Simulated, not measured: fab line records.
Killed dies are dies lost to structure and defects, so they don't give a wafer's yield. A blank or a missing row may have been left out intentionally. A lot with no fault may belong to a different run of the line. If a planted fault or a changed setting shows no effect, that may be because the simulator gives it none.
Which tool did it? ; flow sky130 ; 6 lots with 18 wafers sampled at 2 steps, on a route of 708 steps

== WHAT EACH GAUGE READ, for each wafer ==
SKY_SONOS_TUNNEL_CD_MEAS_07 targets a cd of 410 nm.
lot;measured;on;cd_nm (nm)
L695;day 12 14:02;cd_sem-01;410.6 409.3 412.8
L698;day 13 08:25;cd_sem-02;408.1 410.3 411.2
L702;day 14 12:45;cd_sem-01;379.5 379.6 379.9
L707;day 16 16:45;cd_sem-02;384.2 387.9 387.0
L710;day 17 09:11;cd_sem-02;407.5 406.1 406.0
L713;day 18 13:35;cd_sem-02;407.4 408.4 409.2

== WHAT TOOL EACH LOT RAN ON (gives the tool, then ch and the chambers of the sampled wafers, and finally the start) ==
lot;SKY_SONOS_TUNNEL_EXPOSE_04
L695;iline_stepper-02 ch 0, day 12 00:49
L698;iline_stepper-02 ch 0, day 12 19:10
L702;iline_stepper-02 ch 0, day 14 00:19
L707;iline_stepper-02 ch 0, day 16 03:08
L710;iline_stepper-01 ch 0, day 16 18:32
L713;iline_stepper-01 ch 0, day 17 22:16
- SKY_SONOS_TUNNEL_EXPOSE_04: exposes mask TUNM, target cd 410 nm.

== THE ANSWER, worked out from the rows above alone ==
Rule: usual is defined by the lots themselves. The widest of any qualifying gaps counts: lots, ordered by their means at a reading, are off when they make up no more than a third of the lots, leave a main group of 4 or more, and stand apart from it by 3 or more times the standard deviation of that group's means. A main group whose means are all the same, to the digits that the tables above print for the reading, isn't used. A lot without any number at a reading at which 4 lots or more have one is off too. The other lots that the step has rows for count as sound.
Off: L702, L707, at SKY_SONOS_TUNNEL_CD_MEAS_07 (cd_nm). The main group has a mean of 408.9 nm with a standard deviation of 1.6.
A tool fits if, at a process step before that reading, it ran every lot that is off, and no sound lot after the first of them. The gauges at SKY_SONOS_TUNNEL_CD_MEAS_07 are tried like those tools. One candidate fits, namely iline_stepper-02 at SKY_SONOS_TUNNEL_EXPOSE_04. Its last sound lot is L698 (day 12 19:10), its first lot that is off L702 (day 14 00:19): a fault that began between those two fits.

== WHAT WAS PUT IN BY THE SIMULATOR ==
Drift in process parameters on iline_stepper-02 at SKY_SONOS_TUNNEL_EXPOSE_04, starting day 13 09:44. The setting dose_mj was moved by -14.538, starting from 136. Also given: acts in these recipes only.
Struck lots among those shown: L702, L707. The same result came from the rule above.
